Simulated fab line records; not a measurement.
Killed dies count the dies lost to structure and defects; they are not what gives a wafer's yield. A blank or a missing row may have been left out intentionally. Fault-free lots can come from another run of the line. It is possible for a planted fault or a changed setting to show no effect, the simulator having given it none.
fab line records -- flow gf180mcu
record: lots: 5, wafers: 15, last-day: 32
route steps=602 shown MIM@512 M5@526
lots that met no fault: taken from a fault-free run of the same line
start-h: hours from the record's first day to the start of the lot's first wafer shown -- wait-h: time in hours since the lot's previous step -- " as in the row above -- L1.1+2: a row that stands for several wafers -- - no value present, or no start provided -- * or withheld: withheld -- < > ~ a bound
route shown NAME@n: names a module that has steps shown in the file, with the first one's number in the route -- usual: average and standard deviation across the fault-free wafers -- same: alike in all rows -- chamber/n: place in a boat -- sites: the reading at each site -- _std_site: the values' standard deviation -- _edge_site: mean of outer sites minus mean of inner sites -- radius-mm: how far each site lies from the wafer's centre -- mask NAME#n: copy n -- behind: the most recent tool/chamber to have shaped the wafer -- hold: why the lot was held/for how many hours/how that ended -- device: which transistor (n, p or np) failed to switch -- end of line: the tests these same wafers got at the end of their route -- a step without rows: its recipe alone -- killed: dies that structure and defects cost at the first sort, which is not the same as the wafer's yield -- map: per-die view of a wafer (x killed, . not killed, _ where there is no die)
set.NAME: the setting that was run; set.NAME@STEP: the one run at that earlier step -- model.NAME: the simulator's own value behind a step, which no gauge read
certain route steps with their lots: each step a table, each wafer a row
services: a tool's chamber out of use, with start hour (start-h, from the record's first day; less than 0 if before it), hours out, and reason
== steps ==
step: GF_MIM_SPUTTER_09
recipe: material: TiN, target-thk-nm: 35, power-w: 6500, time-s: 29.2, chamber-pressure-pa: 0.4
usual: cathode-dc-power-W: 6500.1/1.1, throttle-valve-pct: 30.9/1
lot.wafer,tool,chamber,start-h,wait-h,cathode-dc-power-W,throttle-valve-pct
L075.3,pvd-sputter-03,-,576.43,0.0,6498.8,29.4
L075.5,pvd-sputter-03,-,576.43,0.0,6498.7,31.1
L075.6,pvd-sputter-03,-,576.43,0.0,6500.4,31.7
L077.1,pvd-sputter-01,-,597.98,0.0,6501.4,31.1
L077.3,pvd-sputter-01,-,597.98,0.0,6498.8,33.0
L077.6,pvd-sputter-01,-,597.98,0.0,6498.8,30.5
L078.1,pvd-sputter-01,-,603.49,0.0,6499.7,30.1
L078.3,pvd-sputter-01,-,603.49,0.0,6501.7,31.4
L078.6,pvd-sputter-01,-,603.49,0.0,6500.5,30.1
L080.3,pvd-sputter-04,-,610.72,0.0,6501.9,30.7
L080.4,pvd-sputter-04,-,610.72,0.0,6498.9,31.4
L080.6,pvd-sputter-04,-,610.72,0.0,6498.2,31.4
L090.1,pvd-sputter-01,-,686.29,0.0,6500.7,32.9
L090.3,pvd-sputter-01,-,686.29,0.0,6499.2,31.6
L090.4,pvd-sputter-01,-,686.29,0.0,6499.4,30.6
step: GF_MIM_RS_MEAS_10
recipe: thk-meas-gauge: four-point-probe, reads: TiN_of_MIM_SPUTTER_09+AlCu_of_MIM_SPUTTER_08+TiN_of_MIM_SPUTTER_07
usual: MIM_ALCU_RS: 0.1679/0.0018
lot.wafer,tool,chamber,start-h,wait-h,MIM_ALCU_RS[ohm/sq]
L075.3,film-metro-02,-,576.50,0.1,0.1697
L075.5,film-metro-02,-,576.50,0.1,0.1704
L075.6,film-metro-02,-,576.50,0.1,0.1691
L077.1,film-metro-01,-,598.02,0.0,0.1680
L077.3,film-metro-01,-,598.02,0.0,0.1685
L077.6,film-metro-01,-,598.02,0.0,0.1660
L078.1,film-metro-02,-,603.52,0.0,0.1718
L078.3,film-metro-02,-,603.52,0.0,0.1690
L078.6,film-metro-02,-,603.52,0.0,0.1698
L080.3,film-metro-01,-,610.79,0.1,0.1703
L080.4,film-metro-01,-,610.79,0.1,0.1680
L080.6,film-metro-01,-,610.79,0.1,0.1686
L090.1,film-metro-04,-,686.32,0.0,0.1673
L090.3,film-metro-04,-,686.32,0.0,0.1674
L090.4,film-metro-04,-,686.32,0.0,0.1653
step: GF_MIM_THK_MEAS_11
recipe: thk-meas-gauge: xrf, reads: AlCu_of_MIM_SPUTTER_08
usual: MIM_ALCU_THK: 193.4/2.3
lot.wafer,tool,chamber,start-h,wait-h,MIM_ALCU_THK[nm]
L075.3,film-metro-02,-,576.60,0.1,192.3
L075.5,film-metro-02,-,576.60,0.1,191.8
L075.6,film-metro-02,-,576.60,0.1,193.1
L077.1,film-metro-01,-,598.14,0.1,191.0
L077.3,film-metro-01,-,598.14,0.1,192.0
L077.6,film-metro-01,-,598.14,0.1,192.8
L078.1,film-metro-02,-,603.64,0.1,189.6
L078.3,film-metro-02,-,603.64,0.1,192.0
L078.6,film-metro-02,-,603.64,0.1,193.1
L080.3,film-metro-01,-,610.89,0.1,191.7
L080.4,film-metro-01,-,610.89,0.1,193.9
L080.6,film-metro-01,-,610.89,0.1,191.8
L090.1,film-metro-04,-,686.44,0.1,194.4
L090.3,film-metro-04,-,686.44,0.1,194.4
L090.4,film-metro-04,-,686.44,0.1,195.9
step: GF_MIM_DEHYDRATE_12
recipe: temp-c: 200, time-s: 60
lot.wafer,tool,chamber,start-h,wait-h
L075.3+5+6,litho-track-04,0,586.26,9.6
L077.1+3+6,litho-track-01,0,608.24,10.1
L078.1+3+6,litho-track-01,0,613.79,10.1
L080.3+4+6,litho-track-01,0,620.49,9.6
L090.1+3+4,litho-track-02,0,695.01,8.6
step: GF_MIM_HMDS_13
recipe: prime-time-s: 60, prime-temp-c: 120
same: prime-time-s: 60
lot.wafer,tool,chamber,start-h,wait-h
L075.3+5+6,litho-track-04,0,586.41,0.1
L077.1+3+6,litho-track-01,0,608.39,0.1
L078.1+3+6,litho-track-01,0,613.94,0.1
L080.3+4+6,litho-track-01,0,620.64,0.1
L090.1+3+4,litho-track-02,0,695.16,0.1
step: GF_MIM_COAT_14
recipe: resist: NOVOLAK, spin-rpm: 3000, resist-thk-nm: 1000
lot.wafer,tool,chamber,start-h,wait-h
L075.3+5+6,litho-track-04,0,586.56,0.1
L077.1+3+6,litho-track-01,0,608.54,0.1
L078.1+3+6,litho-track-01,0,614.09,0.1
L080.3+4+6,litho-track-01,0,620.79,0.1
L090.1+3+4,litho-track-02,0,695.31,0.1
step: GF_MIM_SOFTBAKE_15
recipe: temp-c: 90, time-s: 60, resist: NOVOLAK
lot.wafer,tool,chamber,start-h,wait-h
L075.3+5+6,litho-track-04,0,586.71,0.1
L077.1+3+6,litho-track-01,0,608.69,0.1
L078.1+3+6,litho-track-01,0,614.24,0.1
L080.3+4+6,litho-track-01,0,620.94,0.1
L090.1+3+4,litho-track-02,0,695.46,0.1
step: GF_MIM_EXPOSE_16
recipe: mask-id: FuseTop, target-cd-nm: 2000, na: 0.6, source-shape: conventional, sigma-outer: 0.6, dose-mj: 140
usual: focus-offset-nm: 0.0/0.54
lot.wafer,tool,chamber,start-h,wait-h,mask,focus-offset-nm
L075.3,iline-stepper-02,0,-,-,FuseTop#0,-1.1
L075.5,iline-stepper-02,0,-,-,FuseTop#0,-0.1
L075.6,iline-stepper-02,0,-,-,FuseTop#0,0.1
L077.1,iline-stepper-02,0,-,-,FuseTop#0,0.8
L077.3,iline-stepper-02,0,-,-,FuseTop#0,0.5
L077.6,iline-stepper-02,0,-,-,FuseTop#0,0.0
L078.1,iline-stepper-02,0,-,-,FuseTop#0,-0.5
L078.3,iline-stepper-02,0,-,-,FuseTop#0,-1.0
L078.6,iline-stepper-02,0,-,-,FuseTop#0,0.1
L080.3,iline-stepper-01,0,-,-,FuseTop#0,0.3
L080.4,iline-stepper-01,0,-,-,FuseTop#0,-0.5
L080.6,iline-stepper-01,0,-,-,FuseTop#0,0.4
L090.1,iline-stepper-02,0,-,-,FuseTop#0,0.0
L090.3,iline-stepper-02,0,-,-,FuseTop#0,-0.5
L090.4,iline-stepper-02,0,-,-,FuseTop#0,-1.3
step: GF_MIM_PEB_17
recipe: temp-c: withheld, time-s: *, resist: NOVOLAK
lot.wafer,tool,chamber,start-h,wait-h
L075.3+5+6,litho-track-02,0,-,-
L077.1+3+6,litho-track-02,0,-,-
L078.1+3+6,litho-track-04,0,-,-
L080.3+4+6,litho-track-04,0,-,-
L090.1+3+4,litho-track-01,0,-,-
step: GF_MIM_DEVELOP_18
recipe: develop-time-s: 60, dev-temp-c: 23
lot.wafer,tool,chamber,start-h,wait-h
L075.3+5+6,litho-track-02,0,596.86,0.1
L077.1+3+6,litho-track-02,0,619.16,0.1
L078.1+3+6,litho-track-04,0,624.01,0.1
L080.3+4+6,litho-track-04,0,630.91,0.1
L090.1+3+4,litho-track-01,0,705.09,0.1
step: GF_MIM_METAL_ETCH_19
recipe: chemistry: Cl2/BCl3, mask-material: NOVOLAK, stop-on: Si3N4, target-depth-nm: 324.5, pressure-mtorr: 8, icp-w: 800, bias-w: 140, Cl2_flow_sccm: 80, bcl3-flow-sccm: 40, time-s: 54.1
usual: drypump-motor-current-A: 5.7/0.38, oes-product-au: 0.924/0.0055, throttle-valve-pct: 28.301/0.01
lot.wafer,tool,chamber,start-h,wait-h,drypump-motor-current-A,oes-product-au,rf-hours-counter-h,throttle-valve-pct
L075.3,rie-metal-01,0,596.99,0.1,6.2,0.921,-,28.303
L075.5,rie-metal-01,0,596.99,0.1,6.1,0.922,-,28.305
L075.6,rie-metal-01,1,596.99,0.1,6.2,0.920,-,28.305
L077.1,rie-metal-03,1,619.31,0.1,5.3,0.920,5,28.302
L077.3,rie-metal-03,1,619.31,0.1,5.3,0.925,-,28.303
L077.6,rie-metal-03,1,619.31,0.1,5.3,0.929,-,28.289
L078.1,rie-metal-03,1,624.16,0.1,5.3,0.919,5,28.321
L078.3,rie-metal-03,1,624.16,0.1,5.3,0.915,-,28.298
L078.6,rie-metal-03,0,624.16,0.1,5.7,0.920,-,28.301
L080.3,rie-metal-02,1,631.03,0.1,5.5,0.921,-,28.320
L080.4,rie-metal-02,0,631.03,0.1,5.3,0.929,-,28.295
L080.6,rie-metal-02,1,631.03,0.1,5.6,0.921,-,28.312
L090.1,rie-metal-01,0,705.24,0.1,6.3,0.930,1,28.295
L090.3,rie-metal-01,0,705.24,0.1,6.2,0.923,-,28.317
L090.4,rie-metal-01,1,705.24,0.1,6.2,0.924,-,28.288
step: GF_MIM_STRIP_20
recipe: chemistry: O2/N2, power-w: 1400, pressure-mtorr: 1500, platen-temp-c: 250, o2-flow-sccm: 3000, n2-flow-sccm: 300, overash-fraction: 0.5
usual: drypump-motor-current-A: 5.4/0.64, heater-power-w: 350/30, oes-product-au: 0.691/0.0041, strip-time-to-endpoint-s: 11.20/0.04
lot.wafer,tool,chamber,start-h,wait-h,drypump-motor-current-A,heater-power-w,oes-product-au,rf-hours-counter-h,strip-time-to-endpoint-s
L075.3,plasma-asher-04,1,597.08,0.1,6.0,374,0.694,-,11.22
L075.5,plasma-asher-04,0,597.08,0.1,5.1,360,0.683,-,11.20
L075.6,plasma-asher-04,1,597.08,0.1,6.1,377,0.698,-,11.19
L077.1,plasma-asher-02,0,619.38,0.0,4.7,379,0.688,85,11.10
L077.3,plasma-asher-02,1,619.38,0.0,6.2,328,0.696,-,11.08
L077.6,plasma-asher-02,1,619.38,0.0,6.2,321,0.683,-,11.16
L078.1,plasma-asher-03,1,624.23,0.0,4.9,352,0.696,54,11.23
L078.3,plasma-asher-03,1,624.23,0.0,4.9,350,0.692,-,11.26
L078.6,plasma-asher-03,0,624.23,0.0,4.7,279,0.691,-,11.23
L080.3,plasma-asher-03,1,631.11,0.1,4.9,346,0.695,-,11.23
L080.4,plasma-asher-03,0,631.11,0.1,4.7,285,0.685,-,11.19
L080.6,plasma-asher-03,1,631.11,0.1,4.9,348,0.699,-,11.17
L090.1,plasma-asher-02,0,705.31,0.0,4.7,377,0.695,94,11.24
L090.3,plasma-asher-02,1,705.31,0.0,6.2,327,0.688,-,11.26
L090.4,plasma-asher-02,0,705.31,0.0,4.7,382,0.697,-,11.26
step: GF_MIM_STRIP_21
recipe: chemistry: post-etch-residue-remover, time-s: 1200, temp-c: 72.5
lot.wafer,tool,chamber,start-h,wait-h
L075.3+5+6,wet-bench-01,1,597.15,0.0
L077.1+3+6,wet-bench-03,0,619.48,0.1
L078.1+3+6,wet-bench-04,2,624.33,0.1
L080.3+4+6,wet-bench-03,0,631.18,0.0
L090.1+3+4,wet-bench-04,2,705.41,0.1
step: GF_MIM_CLEAN_22
recipe: chemistry: DIW, dry: n2-spin
lot.wafer,tool,chamber,start-h,wait-h
L075.3+5+6,wet-bench-03,1,597.49,0.0
L077.1+3+6,wet-bench-04,0,620.16,0.0
L078.1+3+6,wet-bench-03,1,624.67,0.0
L080.3+4+6,wet-bench-01,0,631.52,0.0
L090.1+3+4,wet-bench-04,2,705.75,0.0
step: GF_M5_DEHYDRATE_00
recipe: temp-c: 200, time-s: 60
lot.wafer,tool,chamber,start-h,wait-h
L075.3+5+6,litho-track-03,0,607.03,9.4
L077.1+3+6,litho-track-03,0,629.98,9.7
L078.1+3+6,litho-track-04,0,634.26,9.5
L080.3+4+6,litho-track-01,0,640.79,9.2
L090.1+3+4,litho-track-03,0,714.33,8.5
step: GF_M5_HMDS_01
recipe: prime-time-s: 60, prime-temp-c: 120
same: prime-time-s: 60
lot.wafer,tool,chamber,start-h,wait-h
L075.3+5+6,litho-track-03,0,607.18,0.1
L077.1+3+6,litho-track-03,0,630.13,0.1
L078.1+3+6,litho-track-04,0,634.41,0.1
L080.3+4+6,litho-track-01,0,640.94,0.1
L090.1+3+4,litho-track-03,0,714.48,0.1
step: GF_M5_COAT_02
recipe: resist: KrF, spin-rpm: withheld, resist-thk-nm: 1000
lot.wafer,tool,chamber,start-h,wait-h
L075.3+5+6,litho-track-03,0,607.33,0.1
L077.1+3+6,litho-track-03,0,630.28,0.1
L078.1+3+6,litho-track-04,0,634.56,0.1
L080.3+4+6,litho-track-01,0,641.09,0.1
L090.1+3+4,litho-track-03,0,714.63,0.1
step: GF_M5_SOFTBAKE_03
recipe: temp-c: 130, time-s: 60, resist: KrF
lot.wafer,tool,chamber,start-h,wait-h
L075.3+5+6,litho-track-03,0,607.48,0.1
L077.1+3+6,litho-track-03,0,630.43,0.1
L078.1+3+6,litho-track-04,0,634.71,0.1
L080.3+4+6,litho-track-01,0,641.24,0.1
L090.1+3+4,litho-track-03,0,714.78,0.1
step: GF_M5_EXPOSE_04
recipe: mask-id: Metal5, target-cd-nm: 280, na: 0.68, source-shape: conventional, sigma-outer: 0.6, dose-mj: 28
usual: focus-offset-nm: 0.0/0.5
lot.wafer,tool,chamber,start-h,wait-h,mask,focus-offset-nm
L075.3,krf-scanner-01,0,-,-,Metal5#0,-0.6
L075.5,krf-scanner-01,0,-,-,Metal5#0,0.4
L075.6,krf-scanner-01,0,-,-,Metal5#0,0.2
L077.1,krf-scanner-02,0,-,-,Metal5#0,0.5
L077.3,krf-scanner-02,0,-,-,Metal5#0,0.5
L077.6,krf-scanner-02,0,-,-,Metal5#0,-0.4
L078.1,krf-scanner-02,0,-,-,Metal5#0,-0.7
L078.3,krf-scanner-02,0,-,-,Metal5#0,-0.3
L078.6,krf-scanner-02,0,-,-,Metal5#0,-0.7
L080.3,krf-scanner-01,0,-,-,Metal5#0,0.5
L080.4,krf-scanner-01,0,-,-,Metal5#0,0.9
L080.6,krf-scanner-01,0,-,-,Metal5#0,0.5
L090.1,krf-scanner-01,0,-,-,Metal5#0,0.2
L090.3,krf-scanner-01,0,-,-,Metal5#0,0.1
L090.4,krf-scanner-01,0,-,-,Metal5#0,-0.3
step: GF_M5_PEB_05
recipe: peb-temp-c: 134.5, peb-time-s: 90, resist: KrF
lot.wafer,tool,chamber,start-h,wait-h
L075.3+5+6,litho-track-03,0,-,-
L077.1+3+6,litho-track-01,0,-,-
L078.1+3+6,litho-track-04,0,-,-
L080.3+4+6,litho-track-01,0,-,-
L090.1+3+4,litho-track-04,0,-,-
step: GF_M5_DEVELOP_06
recipe: develop-time-s: 60, dev-temp-c: 21
lot.wafer,tool,chamber,start-h,wait-h
L075.3+5+6,litho-track-03,0,618.08,0.1
L077.1+3+6,litho-track-01,0,640.24,0.2
L078.1+3+6,litho-track-04,0,644.31,0.2
L080.3+4+6,litho-track-01,0,650.39,0.1
L090.1+3+4,litho-track-04,0,723.36,0.2
== services ==
tool,chamber,start-h,hours,kind
rie-metal-01,1,554.76,13.6,repair
krf-scanner-02,-,563.82,4.0,pm
rie-metal-01,0,568.94,5.3,repair
krf-scanner-02,-,570.58,0.9,repair
wet-bench-04,-,577.07,4.4,pm
plasma-asher-02,-,591.71,10.0,pm
krf-scanner-01,-,596.33,4.0,pm
krf-scanner-02,-,611.23,1.3,pm
krf-scanner-02,-,622.71,4.1,repair
krf-scanner-02,-,628.31,1.0,pm
iline-stepper-02,-,628.40,1.7,pm
krf-scanner-01,-,629.83,1.3,pm
krf-scanner-01,-,633.07,3.6,pm
iline-stepper-02,-,633.89,0.6,repair
pvd-sputter-01,-,634.99,8.4,repair
iline-stepper-02,-,638.63,4.4,pm
krf-scanner-01,-,653.43,0.2,repair
plasma-asher-03,-,666.48,5.7,repair
krf-scanner-02,-,668.03,0.8,pm
pvd-sputter-01,-,669.72,9.1,repair
pvd-sputter-01,-,682.20,2.3,repair
krf-scanner-01,-,684.00,1.0,pm
plasma-asher-03,-,691.13,2.8,pm
krf-scanner-01,-,706.79,0.8,pm
== key ==
fault none
